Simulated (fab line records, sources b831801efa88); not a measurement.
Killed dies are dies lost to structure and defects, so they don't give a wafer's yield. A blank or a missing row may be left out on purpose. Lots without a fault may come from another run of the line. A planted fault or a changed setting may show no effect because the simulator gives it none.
fab line records | flow gf180mcu
record lots=24 wafers=72 last_day=34
route steps=602 shown V1@357 V3@430 M4@462 V5@544
lots that met no fault: from a run of the same line without faults
start_h: hours from the record's first day to the start of the lot's first wafer shown | wait_h: hours since the lot's step before | " the same as in the row above | L1.1+2: a row that stands for several wafers | - no value, or no start given | * or withheld: withheld | < > ~ a bound
route shown NAME@n: a module of which the file shows steps, and the number in the route of the first | usual: mean/standard deviation of fault-free wafers | same: alike in all rows | chamber/n: place in a boat | sites: the reading at each site | _std_site: their standard deviation | _edge_site: outer sites' mean less inner sites' | radius_mm: how far each site lies from the wafer's centre | mask NAME#n: copy n | behind: the tool/chamber that last shaped the wafer | hold: why the lot was held/for how many hours/how that ended | device: the transistor (n, p or np) that didn't switch | end of line: the same wafers' tests at the end of the route | a step without rows: its recipe alone | killed: dies lost to structure and defects at the first sort, not the wafer's yield | map: a wafer's dies, x killed, . not, _ none there
set.NAME: the setting as run; set.NAME@STEP: as run at that earlier step | model.NAME: the simulator's own value behind a step, which no gauge read
steps of the route over a sample of lots; a table a step, a row a wafer
services: from which hour (start_h, from the record's first day; less than 0 if before it) a tool's chamber was out of use, for how many hours, and why
## steps
# step GF_V1_SPUTTER_22
# recipe material=TiN target_thk_nm=10 chamber_pressure_pa=5 power_w=4000 time_s=40
# usual chamber_pressure_pa=5.001/0.0094 throttle_valve_pct=29.3/1.1
# columns lot.wafer tool chamber start_h wait_h chamber_pressure_pa throttle_valve_pct
L074.1 pvd_sputter-02 - 405.42 0.0 5.029 28.3
L074.3 " - " " 5.012 28.8
L074.5 " - " " 5.009 28.1
L075.2 pvd_sputter-01 - 412.38 0.0 5.007 27.3
L075.3 " - " " 5.000 28.8
L075.5 " - " " 5.001 27.3
L076.3 pvd_sputter-01 - 424.63 0.0 5.004 28.7
L076.5 " - " " 4.998 29.2
L076.6 " - " " 5.006 30.4
L077.3 pvd_sputter-01 - 430.50 0.0 4.999 27.5
L077.4 " - " " 5.000 30.2
L077.6 " - " " 5.004 28.8
L078.1 pvd_sputter-02 - 451.60 0.0 4.993 28.8
L078.2 " - " " 5.019 30.0
L078.4 " - " " 5.003 30.3
L079.2 pvd_sputter-03 - 452.71 0.0 4.992 29.8
L079.3 " - " " 5.000 31.3
L079.4 " - " " 4.996 30.4
L080.3 pvd_sputter-01 - 463.73 0.0 5.010 30.4
L080.4 " - " " 5.007 29.2
L080.5 " - " " 5.005 30.5
L081.1 pvd_sputter-01 - 477.20 0.0 4.998 29.3
L081.3 " - " " 4.985 30.6
L081.6 " - " " 5.000 29.0
L082.3 pvd_sputter-01 - 499.50 0.0 5.000 27.3
L082.5 " - " " 4.999 28.9
L082.6 " - " " 4.991 29.3
L083.1 pvd_sputter-03 - 508.73 0.0 4.999 27.9
L083.3 " - " " 4.992 29.7
L083.6 " - " " 5.006 28.3
L084.4 pvd_sputter-03 - 511.98 0.0 4.991 27.8
L084.5 " - " " 4.993 27.7
L084.6 " - " " 4.987 31.1
L085.3 pvd_sputter-02 - 525.83 0.0 4.990 28.7
L085.4 " - " " 5.001 29.9
L085.5 " - " " 4.985 29.7
L086.1 pvd_sputter-03 - 529.61 0.0 5.007 30.6
L086.5 " - " " 4.992 30.3
L086.6 " - " " 4.998 29.8
L087.3 pvd_sputter-03 - 536.68 0.0 5.004 30.5
L087.4 " - " " 5.016 31.4
L087.6 " - " " 5.003 28.2
L089.3 pvd_sputter-03 - 543.28 0.0 4.998 29.9
L089.4 " - " " 4.995 28.0
L089.6 " - " " 5.000 29.8
L088.3 pvd_sputter-03 - 550.28 0.0 4.997 30.8
L088.4 " - " " 5.018 30.4
L088.5 " - " " 5.008 30.1
L090.4 pvd_sputter-01 - 554.30 0.0 4.997 28.7
L090.5 " - " " 4.993 28.8
L090.6 " - " " 5.003 27.6
L092.3 pvd_sputter-02 - 567.55 0.0 5.003 28.4
L092.5 " - " " 4.992 29.6
L092.6 " - " " 4.992 30.1
L091.2 pvd_sputter-01 - 568.78 0.0 5.002 30.1
L091.3 " - " " 5.020 28.9
L091.4 " - " " 4.994 27.3
L093.1 pvd_sputter-01 - 585.16 0.0 4.998 27.7
L093.2 " - " " 4.998 30.3
L093.4 " - " " 5.000 29.4
L094.2 pvd_sputter-01 - 587.25 0.0 4.998 28.9
L094.4 " - " " 4.990 29.0
L094.6 " - " " 4.983 28.9
L095.3 pvd_sputter-02 - 588.85 0.0 4.994 28.4
L095.4 " - " " 4.993 30.2
L095.5 " - " " 5.010 30.0
L096.4 pvd_sputter-01 - 598.47 0.0 4.993 27.3
L096.5 " - " " 5.008 28.6
L096.6 " - " " 5.005 27.6
L097.2 pvd_sputter-02 - 605.95 0.0 5.002 28.7
L097.3 " - " " 5.009 28.2
L097.5 " - " " 5.001 30.0
# step GF_V3_THK_MEAS_01
# recipe reads=SiO2_of_V3_CVD_00
# usual V3_CVD_00_THK=601/5.3
# columns lot.wafer tool chamber start_h wait_h V3_CVD_00_THK[nm]
L074.1 film_metro-04 - 482.64 0.0 604
L074.3 " - " " 605
L074.5 " - " " 602
L075.2 film_metro-04 - 488.24 0.0 608
L075.3 " - " " 601
L075.5 " - " " 594
L076.3 film_metro-04 - 501.59 0.1 600
L076.5 " - " " 597
L076.6 " - " " 609
L077.3 film_metro-03 - 507.08 0.1 601
L077.4 " - " " 601
L077.6 " - " " 600
L078.1 film_metro-02 - 527.40 0.0 591
L078.2 " - " " 595
L078.4 " - " " 596
L079.2 film_metro-03 - 529.26 0.0 599
L079.3 " - " " 601
L079.4 " - " " 595
L080.3 film_metro-04 - 538.63 0.1 602
L080.4 " - " " 613
L080.5 " - " " 606
L081.1 film_metro-04 - 551.19 0.0 602
L081.3 " - " " 601
L081.6 " - " " 597
L082.3 film_metro-03 - 572.90 0.1 605
L082.5 " - " " 603
L082.6 " - " " 607
L083.1 film_metro-04 - 581.00 0.0 605
L083.3 " - " " 613
L083.6 " - " " 605
L084.4 film_metro-02 - 583.90 0.0 610
L084.5 " - " " 607
L084.6 " - " " 612
L085.3 film_metro-03 - 597.36 0.1 608
L085.4 " - " " 599
L085.5 " - " " 608
L086.1 film_metro-02 - 601.73 0.0 600
L086.5 " - " " 603
L086.6 " - " " 605
L087.3 film_metro-02 - 607.66 0.1 600
L087.4 " - " " 598
L087.6 " - " " 599
L089.3 film_metro-04 - 613.02 0.1 600
L089.4 " - " " 605
L089.6 " - " " 601
L088.3 film_metro-02 - 618.94 0.1 601
L088.4 " - " " 601
L088.5 " - " " 604
L090.4 film_metro-02 - 623.41 0.0 601
L090.5 " - " " 597
L090.6 " - " " 603
L092.3 film_metro-04 - 636.35 0.1 598
L092.5 " - " " 602
L092.6 " - " " 597
L091.2 film_metro-04 - 636.80 0.0 601
L091.3 " - " " 593
L091.4 " - " " 598
L093.1 film_metro-02 - 651.24 0.0 597
L093.2 " - " " 599
L093.4 " - " " 600
L094.2 film_metro-03 - 654.24 0.0 598
L094.4 " - " " 602
L094.6 " - " " 599
L095.3 film_metro-04 - 656.75 0.1 599
L095.4 " - " " 599
L095.5 " - " " 599
L096.4 film_metro-03 - 663.90 0.0 602
L096.5 " - " " 603
L096.6 " - " " 598
L097.2 film_metro-04 - 670.25 0.0 593
L097.3 " - " " 598
L097.5 " - " " 596
# step GF_V3_OVL_MEAS_15
# usual V3_OVL=5/4.8
# columns lot.wafer tool chamber start_h wait_h V3_OVL[nm]
L074.1 overlay-02 - 506.62 0.1 3
L074.3 " - " " 5
L074.5 " - " " 8
L075.2 overlay-02 - 512.30 0.1 1
L075.3 " - " " -1
L075.5 " - " " -2
L076.3 overlay-02 - 525.15 0.1 8
L076.5 " - " " 7
L076.6 " - " " 9
L077.3 overlay-02 - 531.33 0.1 3
L077.4 " - " " 1
L077.6 " - " " 1
L078.1 overlay-01 - 550.77 0.1 4
L078.2 " - " " 0
L078.4 " - " " 7
L079.2 overlay-01 - 553.09 0.1 4
L079.3 " - " " 6
L079.4 " - " " 3
L080.3 overlay-01 - 561.58 0.1 14
L080.4 " - " " 13
L080.5 " - " " 16
L081.1 overlay-02 - 573.77 0.1 3
L081.3 " - " " 12
L081.6 " - " " 1
L082.3 overlay-02 - 594.75 0.1 9
L082.5 " - " " 11
L082.6 " - " " 3
L083.1 overlay-02 - 603.09 0.1 5
L083.3 " - " " 11
L083.6 " - " " 3
L084.4 overlay-02 - 605.91 0.1 2
L084.5 " - " " 7
L084.6 " - " " 6
L085.3 overlay-02 - 618.80 0.1 -4
L085.4 " - " " 1
L085.5 " - " " 5
L086.1 overlay-02 - 622.89 0.1 8
L086.5 " - " " 0
L086.6 " - " " 10
L087.3 overlay-01 - 629.03 0.1 3
L087.4 " - " " -1
L087.6 " - " " 3
L089.3 overlay-02 - 634.60 0.1 -3
L089.4 " - " " 4
L089.6 " - " " -1
L088.3 overlay-02 - 639.60 0.1 -2
L088.4 " - " " 1
L088.5 " - " " 3
L090.4 overlay-01 - 644.46 0.1 5
L090.5 " - " " 5
L090.6 " - " " 4
L092.3 overlay-02 - 656.30 0.1 10
L092.5 " - " " 9
L092.6 " - " " 8
L091.2 overlay-02 - 657.29 0.1 8
L091.3 " - " " 10
L091.4 " - " " 2
L093.1 overlay-02 - 671.54 0.1 11
L093.2 " - " " 16
L093.4 " - " " 10
L094.2 overlay-01 - 673.49 0.1 -3
L094.4 " - " " 7
L094.6 " - " " 3
L095.3 overlay-01 - 676.20 0.1 9
L095.4 " - " " 7
L095.5 " - " " 12
L096.4 overlay-02 - 683.28 0.1 8
L096.5 " - " " 4
L096.6 " - " " 4
L097.2 overlay-02 - 689.89 0.1 6
L097.3 " - " " 9
L097.5 " - " " 11
# step GF_V3_THK_MEAS_25
# recipe thk_meas_gauge=xrf reads=W_of_V3_CVD_23
# usual V3_W_THK=336/5.2
# columns lot.wafer tool chamber start_h wait_h V3_W_THK[nm]
L074.1 film_metro-02 - 507.69 0.1 338
L074.3 " - " " 334
L074.5 " - " " 335
L075.2 film_metro-02 - 513.33 0.1 333
L075.3 " - " " 334
L075.5 " - " " 335
L076.3 film_metro-04 - 526.27 0.1 340
L076.5 " - " " 336
L076.6 " - " " 343
L077.3 film_metro-02 - 532.37 0.1 346
L077.4 " - " " 345
L077.6 " - " " 343
L078.1 film_metro-02 - 551.80 0.1 344
L078.2 " - " " 342
L078.4 " - " " 342
L079.2 film_metro-03 - 554.13 0.1 330
L079.3 " - " " 328
L079.4 " - " " 329
L080.3 film_metro-03 - 562.62 0.1 329
L080.4 " - " " 329
L080.5 " - " " 329
L081.1 film_metro-02 - 574.86 0.1 343
L081.3 " - " " 343
L081.6 " - " " 346
L082.3 film_metro-02 - 595.79 0.1 335
L082.5 " - " " 338
L082.6 " - " " 337
L083.1 film_metro-04 - 604.18 0.1 335
L083.3 " - " " 337
L083.6 " - " " 336
L084.4 film_metro-02 - 606.95 0.1 338
L084.5 " - " " 336
L084.6 " - " " 341
L085.3 film_metro-02 - 619.84 0.1 335
L085.4 " - " " 343
L085.5 " - " " 339
L086.1 film_metro-04 - 623.95 0.1 338
L086.5 " - " " 338
L086.6 " - " " 336
L087.3 film_metro-02 - 630.07 0.1 340
L087.4 " - " " 337
L087.6 " - " " 341
L089.3 film_metro-03 - 635.68 0.1 331
L089.4 " - " " 327
L089.6 " - " " 332
L088.3 film_metro-04 - 640.68 0.1 334
L088.4 " - " " 336
L088.5 " - " " 335
L090.4 film_metro-03 - 645.57 0.1 327
L090.5 " - " " 329
L090.6 " - " " 332
L092.3 film_metro-02 - 657.37 0.1 336
L092.5 " - " " 338
L092.6 " - " " 335
L091.2 film_metro-03 - 658.33 0.1 326
L091.3 " - " " 332
L091.4 " - " " 326
L093.1 film_metro-03 - 672.59 0.1 332
L093.2 " - " " 334
L093.4 " - " " 336
L094.2 film_metro-03 - 674.59 0.1 331
L094.4 " - " " 333
L094.6 " - " " 333
L095.3 film_metro-02 - 677.27 0.1 341
L095.4 " - " " 339
L095.5 " - " " 337
L096.4 film_metro-03 - 684.33 0.1 329
L096.5 " - " " 334
L096.6 " - " " 334
L097.2 film_metro-02 - 690.93 0.1 344
L097.3 " - " " 342
L097.5 " - " " 340
# step GF_M4_THK_MEAS_06
# recipe thk_meas_gauge=xrf reads=AlCu_of_M4_SPUTTER_02
# usual M4_ALCU_THK=449/6.3
# columns lot.wafer tool chamber start_h wait_h M4_ALCU_THK[nm]
L074.1 film_metro-01 - 508.39 0.1 454
L074.3 " - " " 454
L074.5 " - " " 457
L075.2 film_metro-03 - 514.03 0.1 440
L075.3 " - " " 441
L075.5 " - " " 445
L076.3 film_metro-02 - 526.97 0.1 457
L076.5 " - " " 459
L076.6 " - " " 461
L077.3 film_metro-02 - 533.07 0.1 455
L077.4 " - " " 456
L077.6 " - " " 454
L078.1 film_metro-03 - 552.53 0.1 445
L078.2 " - " " 441
L078.4 " - " " 450
L079.2 film_metro-01 - 554.83 0.1 463
L079.3 " - " " 471
L079.4 " - " " 470
L080.3 film_metro-02 - 563.32 0.1 446
L080.4 " - " " 446
L080.5 " - " " 443
L081.1 film_metro-03 - 575.56 0.1 455
L081.3 " - " " 462
L081.6 " - " " 456
L082.3 film_metro-03 - 596.49 0.1 445
L082.5 " - " " 444
L082.6 " - " " 448
L083.1 film_metro-01 - 604.88 0.1 448
L083.3 " - " " 445
L083.6 " - " " 452
L084.4 film_metro-03 - 607.65 0.1 452
L084.5 " - " " 449
L084.6 " - " " 453
L085.3 film_metro-03 - 620.54 0.1 440
L085.4 " - " " 442
L085.5 " - " " 443
L086.1 film_metro-01 - 624.65 0.1 446
L086.5 " - " " 449
L086.6 " - " " 445
L087.3 film_metro-03 - 630.77 0.1 439
L087.4 " - " " 441
L087.6 " - " " 440
L089.3 film_metro-03 - 636.38 0.1 447
L089.4 " - " " 446
L089.6 " - " " 448
L088.3 film_metro-03 - 641.38 0.1 444
L088.4 " - " " 439
L088.5 " - " " 441
L090.4 film_metro-01 - 646.27 0.1 454
L090.5 " - " " 455
L090.6 " - " " 447
L092.3 film_metro-01 - 658.07 0.1 453
L092.5 " - " " 450
L092.6 " - " " 455
L091.2 film_metro-01 - 659.03 0.1 451
L091.3 " - " " 450
L091.4 " - " " 458
L093.1 film_metro-02 - 673.29 0.1 454
L093.2 " - " " 448
L093.4 " - " " 450
L094.2 film_metro-03 - 675.29 0.1 449
L094.4 " - " " 444
L094.6 " - " " 445
L095.3 film_metro-02 - 677.97 0.1 445
L095.4 " - " " 450
L095.5 " - " " 445
L096.4 film_metro-03 - 685.03 0.1 447
L096.5 " - " " 447
L096.6 " - " " 444
L097.2 film_metro-01 - 691.63 0.1 454
L097.3 " - " " 448
L097.5 " - " " 447
# step GF_V5_CMP_04
# recipe material=SiO2 down_force_psi=4 platen_rpm=60 pad_velocity_m_s=0.94248
# usual motor_current_A=12.2/1
# columns lot.wafer tool chamber start_h wait_h motor_current_A
L074.1 cmp-02 2 602.32 0.1 11.5
L074.3 " 0 " " 11.8
L074.5 " 1 " " 11.4
L075.2 cmp-02 1 607.34 0.1 12.6
L075.3 " 3 " " 14.4
L075.5 " 1 " " 12.6
L076.3 cmp-02 1 619.41 0.3 12.3
L076.6 " 1 " " 12.4
L076.5 " 2 " " 11.9
L077.4 cmp-02 1 624.86 0.1 12.6
L077.3 " 2 " " 11.9
L077.6 " 0 " " 12.3
L078.1 cmp-02 1 641.36 0.3 12.0
L078.4 " 2 " " 11.9
L078.2 " 0 " " 11.6
L079.2 cmp-01 2 642.94 0.1 11.1
L079.4 " 3 " " 13.0
L079.3 " 0 " " 13.5
L080.4 cmp-01 3 651.52 0.0 12.3
L080.3 " 0 " " 13.8
L080.5 " 0 " " 13.2
L081.1 cmp-02 2 662.95 0.1 12.7
L081.3 " 3 " " 14.0
L081.6 " 2 " " 11.9
L082.3 cmp-02 1 680.27 0.1 12.1
L082.6 " 0 " " 11.4
L082.5 " 1 " " 12.8
L083.3 cmp-02 1 688.83 0.1 11.8
L083.1 " 2 " " 11.5
L083.6 " 1 " " 12.1
L084.4 cmp-02 2 690.28 0.0 11.9
L084.6 " 2 " " 12.3
L084.5 " 3 " " 13.9
L085.3 cmp-02 3 703.13 0.0 13.8
L085.4 " 1 " " 12.7
L085.5 " 3 " " 14.1
L086.1 cmp-01 0 706.62 0.2 12.8
L086.5 " 1 " " 11.1
L086.6 " 2 " " 10.8
L087.4 cmp-01 1 711.28 0.0 11.5
L087.3 " 2 " " 11.2
L087.6 " 1 " " 11.9
L089.3 cmp-02 2 714.82 0.0 11.8
L089.4 " 3 " " 14.5
L089.6 " 3 " " 13.7
L088.4 cmp-02 1 721.45 0.1 12.8
L088.3 " 2 " " 11.8
L088.5 " 0 " " 11.2
L090.4 cmp-01 3 726.51 0.5 12.9
L090.6 " 1 " " 10.7
L090.5 " 2 " " 10.6
L092.3 cmp-01 3 735.86 0.1 12.8
L092.5 " 1 " " 11.2
L092.6 " 2 " " 11.2
L091.4 cmp-01 0 740.58 0.1 12.9
L091.3 " 1 " " 10.9
L091.2 " 2 " " 11.0
L093.4 cmp-01 2 748.78 0.0 11.2
L093.2 " 3 " " 11.7
L093.1 " 1 " " 11.3
L094.4 cmp-01 1 752.19 0.4 11.1
L094.2 " 3 " " 11.9
L094.6 " 0 " " 13.3
L095.3 cmp-01 0 753.51 0.0 13.0
L095.4 " 2 " " 11.3
L095.5 " 0 " " 13.2
L096.4 cmp-01 0 761.22 0.1 12.4
L096.6 " 2 " " 11.2
L096.5 " 3 " " 12.8
L097.2 cmp-01 2 765.55 0.1 11.2
L097.3 " 3 " " 12.3
L097.5 " 0 " " 12.9
## services
# columns tool chamber start_h hours kind
cmp-02 - 404.00 4.0 pm
cmp-02 - 408.00 - consumable_replace:conditioner
cmp-01 - 418.17 1.9 repair
cmp-01 - 442.34 1.8 repair
pvd_sputter-01 - 451.92 1.4 repair
cmp-01 - 550.22 15.7 pm
pvd_sputter-03 - 561.38 0.7 repair
cmp-01 - 565.93 4.1 pm
cmp-01 - 572.00 4.0 pm
pvd_sputter-02 - 581.45 1.3 repair
cmp-01 - 585.55 32.8 repair
cmp-02 - 588.57 2.1 repair
cmp-01 - 618.35 7.0 pm
cmp-02 - 625.36 3.4 pm
pvd_sputter-02 - 636.00 3.1 repair
cmp-02 - 666.25 6.4 pm
pvd_sputter-03 - 683.69 2.2 repair
cmp-01 - 689.86 1.6 repair
cmp-02 - 707.93 1.9 repair
cmp-02 - 725.28 1.7 repair
pvd_sputter-03 - 735.60 9.0 repair
pvd_sputter-02 - 742.29 7.9 repair
cmp-02 - 744.27 4.0 pm
cmp-02 - 750.06 2.4 repair
## key
fault none
